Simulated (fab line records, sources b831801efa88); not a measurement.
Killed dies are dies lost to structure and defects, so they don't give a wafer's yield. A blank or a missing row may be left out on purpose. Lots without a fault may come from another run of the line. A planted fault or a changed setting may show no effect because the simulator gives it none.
A struck lot beside a sound one | flow sky130 | 15 steps out of a route of 708
Sound: wafers L556.1, L556.4, L556.5. Struck: wafers L546.1, L546.5, L546.6. The cause comes at the end.
At each step with rows: each side's tool, then ch and its chambers, then its first start. Under that, the readings that differ: sound wafers | struck wafers | difference of the means | sigmas: that difference in standard deviations of wafers without a fault.
alike: readings whose means differ by less than 2 such deviations, and words and numbers that are the same on both sides. not compared: withheld readings, readings that some wafer has no value for, bounds like >300 that may hide the same value, and numbers for which the record gives no deviation and whose values overlap.
The two part at a step that has a row with sigmas, a row that says differs or no value, or rows on one side only. Numbers that don't overlap but have no deviation are shown without sigmas and don't part them. A reading that every wafer of one side lacks parts them only if that side has two wafers or more.

SKY_POLY_GATE_CD_MEAS_22:
  sound on cd_sem-02, day 22 15:27; struck on cd_sem-01, day 19 02:19
  alike: cd_nm
then, 7 steps without rows for these wafers: SKY_LDD_N_DEHYDRATE_00 (time 60 s); SKY_LDD_N_HMDS_01 (prime time 60 s); SKY_LDD_N_COAT_02 (resist thk 300 nm); SKY_LDD_N_SOFTBAKE_03 (time 60 s); SKY_LDD_N_EXPOSE_04 (exposes mask NTM, target cd 840 nm); SKY_LDD_N_PEB_05; SKY_LDD_N_DEVELOP_06 (develop time 60 s).
SKY_LDD_N_OVL_MEAS_07:
  sound on overlay-02, day 23 22:09; struck on overlay-01, day 20 10:27
  reading        | sound       | struck         | difference | sigmas
  LDD_N_OVL (nm) | 0.3 0.5 0.2 | -4.2 -4.0 -2.4 | -3.9       | -3
then, 3 steps without rows for these wafers: SKY_LDD_N_IMPLANT_08; SKY_LDD_N_IMPLANT_09; SKY_LDD_N_IMPLANT_10.
SKY_LDD_N_IMPLANT_11:
  sound on implanter-04 ch 0, day 23 22:38; struck on implanter-04 ch 0, day 20 10:56
  reading            | sound                       | struck                        | difference | sigmas
  dose_ions_cm2      | 7.5e+13 7.503e+13 7.514e+13 | 6.692e+13 6.683e+13 6.684e+13 | -8.193e+12 | -99 or more
  faraday_current_uA | 424 440 429                 | 360 370 368                   | -65        | -8
  alike: rotation_deg
then, 1 step without rows for these wafers: SKY_LDD_N_IMPLANT_12.
-- the record jumps here: 27 days lie between the struck wafers' starts before and after (it left off in module LDD_N and takes up again in module PAD_OPEN, whose first step shown is number 708 of the route) --
SKY_PAD_OPEN_PROBE_99:
  sound on prober-02, day 49 16:52; struck on prober-01, day 47 14:14
  alike: killed_at_M0_to_M3, killed_at_M4_up, killed_at_contacts, killed_at_front_end, killed_at_other, killed_dies, killed_open, killed_short
  not compared: model.etest.tip_n.rs_ohm_sq

WHERE THEY PART
First at SKY_LDD_N_OVL_MEAS_07; last, within this record, at SKY_LDD_N_IMPLANT_11. Later steps at which nothing parts them and some readings are alike: SKY_PAD_OPEN_PROBE_99.

WHY: what the simulator had put in
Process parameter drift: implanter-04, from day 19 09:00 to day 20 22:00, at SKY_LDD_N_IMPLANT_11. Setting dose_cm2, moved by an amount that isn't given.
